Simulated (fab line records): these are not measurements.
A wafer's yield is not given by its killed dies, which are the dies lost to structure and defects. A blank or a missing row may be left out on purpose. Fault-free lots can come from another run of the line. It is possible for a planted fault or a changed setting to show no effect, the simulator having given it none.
Which tool did it? | flow gf180mcu | 39 wafers from 13 lots sampled at 4 of the route's 602 steps

== WHAT THE GAUGES READ, wafer by wafer ==
GF_M1_THK_MEAS_06: measures by xrf.
lot  | measured     | on            | M1_ALCU_THK (nm)
L343 | day 15 21:56 | film-metro-04 | 433 436 432
L344 | day 16 09:25 | film-metro-04 | 441 445 438
L347 | day 17 12:31 | film-metro-02 | 442 446 444
L348 | day 18 17:03 | film-metro-04 | 446 445 442
L351 | day 19 02:00 | film-metro-04 | 437 437 435
L352 | day 19 17:23 | film-metro-04 | 435 435 433
L353 | day 19 17:43 | film-metro-02 | 443 445 447
L354 | day 20 08:18 | film-metro-04 | 441 440 440
L357 | day 21 16:19 | film-metro-02 | 436 436 437
L363 | day 23 10:30 | film-metro-02 | 434 437 446
L364 | day 24 01:23 | film-metro-04 | 448 439 436
L365 | day 24 03:59 | film-metro-04 | 437 439 445
L366 | day 24 11:39 | film-metro-02 | 441 441 446

GF_V1_THK_MEAS_25: measures by xrf.
lot  | measured     | on            | V1_W_THK (nm)
L343 | day 17 21:04 | film-metro-03 | 368 368 366
L344 | day 18 09:47 | film-metro-01 | 367 364 368
L347 | day 19 13:55 | film-metro-01 | 362 362 367
L348 | day 20 19:07 | film-metro-04 | 360 360 359
L351 | day 21 04:34 | film-metro-03 | 366 369 369
L352 | day 21 20:31 | film-metro-01 | 373 367 367
L353 | day 21 21:06 | film-metro-04 | 363 362 363
L354 | day 22 09:44 | film-metro-04 | 359 360 361
L357 | day 23 16:25 | film-metro-03 | 376 362 364
L363 | day 25 12:42 | film-metro-04 | 361 369 365
L364 | day 25 22:11 | film-metro-04 | 364 368 369
L365 | day 26 00:20 | film-metro-04 | 372 363 362
L366 | day 26 12:04 | film-metro-03 | 368 367 362

== TOOL THAT RAN EACH LOT (tool first, then ch and the chambers of the sampled wafers, then the start) ==
lot  | GF_MVPSD_EXPOSE_04                  | GF_SAB_ETCH_11
L343 | iline-stepper-01 ch 0, day 4 17:52  | rie-diel-01 ch 0,3, day 14 21:04
L344 | iline-stepper-02 ch 0, day 4 23:53  | rie-diel-04 ch 0,2, day 15 08:14
L347 | iline-stepper-01 ch 0, day 5 19:15  | rie-diel-04 ch 0,1,2, day 16 10:23
L348 | iline-stepper-02 ch 0, day 6 06:04  | rie-diel-01 ch 0,1, day 17 13:57
L351 | iline-stepper-01 ch 0, day 6 21:23  | rie-diel-04 ch 1,2, day 17 23:19
L352 | iline-stepper-02 ch 0, day 7 00:13  | rie-diel-03 ch 2,3, day 18 14:25
L353 | iline-stepper-02 ch 0, day 7 01:39  | rie-diel-01 ch 1,2,3, day 18 14:32
L354 | iline-stepper-02 ch 0, day 7 13:37  | rie-diel-01 ch 0,2,3, day 19 05:29
L357 | iline-stepper-01 ch 0, day 8 07:50  | rie-diel-01 ch 0,2, day 20 12:40
L363 | iline-stepper-01 ch 0, day 9 14:43  | rie-diel-04 ch 2,3, day 22 07:46
L364 | iline-stepper-02 ch 0, day 10 04:06 | rie-diel-04 ch 0,1,3, day 22 23:22
L365 | iline-stepper-02 ch 0, day 10 05:39 | rie-diel-04 ch 0,1,3, day 23 02:18
L366 | iline-stepper-02 ch 0, day 10 11:33 | rie-diel-03 ch 0,1,2, day 23 09:22
- GF_MVPSD_EXPOSE_04: exposes mask MVPSD, target cd 1000 nm.
- GF_SAB_ETCH_11: etches SiO2 in C4F8/O2/Ar, target depth 55 nm, time 8.5 s.

== WHAT THE TOOLS THEMSELVES READ (means of the sampled wafers that have a number; where no wafer has one, the mark that the record gives instead) ==
GF_SAB_ETCH_11.
lot  | tool        | oes-product-au (a.u.)
L343 | rie-diel-01 | 0.989
L344 | rie-diel-04 | 0.997
L347 | rie-diel-04 | 0.992
L348 | rie-diel-01 | 0.994
L351 | rie-diel-04 | 1.003
L352 | rie-diel-03 | 0.990
L353 | rie-diel-01 | 0.997
L354 | rie-diel-01 | 0.998
L357 | rie-diel-01 | 1.000
L363 | rie-diel-04 | 0.992
L364 | rie-diel-04 | 0.993
L365 | rie-diel-04 | 1.001
L366 | rie-diel-03 | 0.997

== THE ANSWER, worked out from the rows above alone ==
Rule: usual is defined by the lots themselves. The widest of any qualifying gaps counts: lots, ordered by their means at a reading, are off when they make up no more than a third of the lots, leave a main group of 4 or more, and stand apart from it by 3 or more times the standard deviation of that group's means. If all means in a main group match to the digits the tables above print for the reading, that group is not used. A lot without any number at a reading at which 4 lots or more have one is off too. Any other lot the step has rows for is counted as sound. The gauges are gone through in route order, then the tools' own readings, and for those a lot's mean is taken as printed above. The first step at which some lot is off is used, and at that step the reading that is off furthest; a lot without a number counts as furthest.
None of the lots is off at any reading shown; this tells nothing.

== WHAT THE SIMULATOR HAD INSERTED ==
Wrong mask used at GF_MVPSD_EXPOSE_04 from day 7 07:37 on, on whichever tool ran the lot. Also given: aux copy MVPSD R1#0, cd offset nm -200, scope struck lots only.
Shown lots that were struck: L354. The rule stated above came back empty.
